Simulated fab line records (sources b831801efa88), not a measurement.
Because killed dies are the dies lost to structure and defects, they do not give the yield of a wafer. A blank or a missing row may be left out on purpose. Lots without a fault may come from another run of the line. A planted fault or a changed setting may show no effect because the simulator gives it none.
A struck lot beside a sound one | flow gf180mcu | 15 steps out of a route of 602
Sound: these wafers, L885.1, L885.4, L885.5. Struck: wafers L895.1, L895.3. (L895.2 of the same lot was not struck and is left out.) The cause comes at the end.
Order at every step that has rows: each side's tool, ch and its chambers, its first start. Under that, the readings that differ: sound wafers | struck wafers | difference of the means | sigmas: that difference in standard deviations of wafers without a fault.
alike: same words and numbers on both sides, and readings whose means sit less than 2 such deviations apart. not compared: any withheld reading, any reading some wafer has no value for, any bound like >300 that may hide the same value, and any number with overlapping values for which the record gives no deviation.
Wherever a step has rows on one side only, a row that says differs or no value, or a row with sigmas, the two part there. Numbers that don't overlap but have no deviation are shown without sigmas and don't part them. A reading that every wafer of one side lacks parts them only if that side has two wafers or more.

first, 5 steps without rows for these wafers: GF_V4_COAT_09 (resist thk 1000 nm); GF_V4_SOFTBAKE_10 (time 60 s); GF_V4_EXPOSE_11 (exposes mask Via4, target cd 260 nm); GF_V4_PEB_12 (peb time 90 s); GF_V4_DEVELOP_13 (develop time 60 s).
GF_V4_CD_MEAS_14 targets a cd of 260 nm.
  sound on cd sem-02, day 24 06:26; struck on cd sem-01, day 27 19:07
  alike: cd nm
GF_V4_OVL_MEAS_15:
  sound on overlay-01, day 24 06:34; struck on overlay-02, day 27 19:14
  alike: V4_OVL
GF_V4_ETCH_16: etches BARC in N2/H2.
  sound on rie diel-02 ch 0,2, day 24 06:36; struck on rie diel-01 ch 0,1, day 27 19:17
  alike: drypump motor current A, oes product au, throttle valve pct
GF_V4_ETCH_17: etches SiO2 in C4F8/O2/Ar, stops on TiN, target depth 630 nm.
  sound: rie diel-02 ch 0,2; struck: rie diel-01 ch 0,1
  alike: oes product au
GF_V4_STRIP_18: strips in O2/N2.
  sound on plasma asher-04 ch 0,1, day 24 06:44; struck on plasma asher-04 ch 1, day 27 19:24
  alike: drypump motor current A, heater power w, oes product au
  not compared: rf hours counter h
then, 2 steps without rows for these wafers: GF_V4_STRIP_19 (strips in post etch residue remover, time 1200 s); GF_V4_CLEAN_20 (cleans in DIW).
GF_V4_SPUTTER_21: material Ti, target thk 15 nm, time 80.02 s.
  sound on pvd sputter-01, day 24 07:22; struck on pvd sputter-04, day 27 19:57
  reading                               | sound            | struck      | difference | sigmas
  model.Ti_of_V4_SPUTTER_21.thk nm (nm) | 14.83 14.9 14.93 | 19.31 19.18 | +4.36      |
  alike: throttle valve pct
GF_V4_SPUTTER_22: material TiN, target thk 10 nm, time 40 s.
  sound on pvd sputter-01, day 24 07:26; struck on pvd sputter-04, day 27 20:01
  alike: throttle valve pct
-- the record jumps here: 4 days lie between the struck wafers' starts before and after (it left off in module V4 and takes up again in module PASSIVATION, whose first step shown is number 602 of the route) --
GF_PASSIVATION_PROBE_99:
  rows exist in the record for the struck wafers here (prober-01, day 31 23:44), but not for the sound ones

== WHERE THEY PART ==
Only at GF_PASSIVATION_PROBE_99, within this record.

WHY: whatever the simulator had introduced
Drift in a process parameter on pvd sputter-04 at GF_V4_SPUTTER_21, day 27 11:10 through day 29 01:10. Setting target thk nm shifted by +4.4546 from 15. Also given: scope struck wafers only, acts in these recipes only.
